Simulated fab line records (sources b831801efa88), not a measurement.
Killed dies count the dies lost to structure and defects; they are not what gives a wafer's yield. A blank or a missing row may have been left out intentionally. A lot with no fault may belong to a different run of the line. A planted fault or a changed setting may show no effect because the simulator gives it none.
Matching of chambers ; flow gf180mcu ; GF_V2_CMP_26 on cmp-01 has 4 sister chambers
The step polishes, stops on SiO2, t overpolish 15 s, target thk 0 nm. 14 wafers are shown with their chamber, then 7 later ones without.

WAFERS, EACH WITH ITS CHAMBER
wafer;chamber;motor-current-A (A);time-to-endpoint-s (s);head-pressure-psi (psi)
L611.3;2;9.7;86;3.496
L611.4;0;11.4;76;3.492
L611.6;0;10.9;77;3.507
L614.2;2;9.6;86;3.511
L614.4;3;13.4;83;3.496
L614.6;2;9.5;87;3.496
L615.1;3;13.3;85;3.513
L615.2;0;11.6;85;3.495
L615.5;1;14.1;91;3.520
L622.1;1;13.9;93;3.510
L622.2;0;11.4;86;3.498
L622.6;3;12.9;86;3.503
L632.3;2;9.6;89;3.486
L632.5;0;11.0;78;3.508

SIGNATURES (averages over the wafers above)
reading;chamber 0;chamber 1;chamber 2;chamber 3;scatter within a chamber
motor-current-A;11.260;14.000;9.600;13.200;0.231
time-to-endpoint-s;80.40;92.00;87.00;84.67;3.19
head-pressure-psi;3.50000;3.51500;3.49725;3.50400;0.00849
Rule: distance of a wafer from a chamber = root of the sum over the readings of ((wafer's reading minus chamber's mean) / reading's scatter) squared. If the next closest chamber is less than 2 further off than the closest, the wafer can't be placed; otherwise it belongs to the closest. How the scatter is found: for the shown wafers, subtract from each reading the mean of its chamber, square and add these, divide the total by (wafers less chambers), then take the root.

WAFERS WITHOUT THEIR CHAMBER
wafer;motor-current-A (A);time-to-endpoint-s (s);head-pressure-psi (psi)
L632.6;13.3;85;3.506
L633.1;11.3;85;3.506
L633.4;12.0;82;3.513
L633.6;14.4;89;3.496
L634.3;14.5;87;3.499
L634.4;11.8;84;3.509
L634.6;9.3;94;3.496

CHAMBER TAKEN BY EACH
wafer;from the rows above;in truth
L632.6;3;3
L633.1;0;0
L633.4;can't be placed: 0 or 3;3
L633.6;1;1
L634.3;1;1
L634.4;0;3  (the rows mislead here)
L634.6;2;2
Placed correctly: 5 of 7. These rows do not allow placing 1 (true chamber among the candidates in 1). 1 placed wrongly.
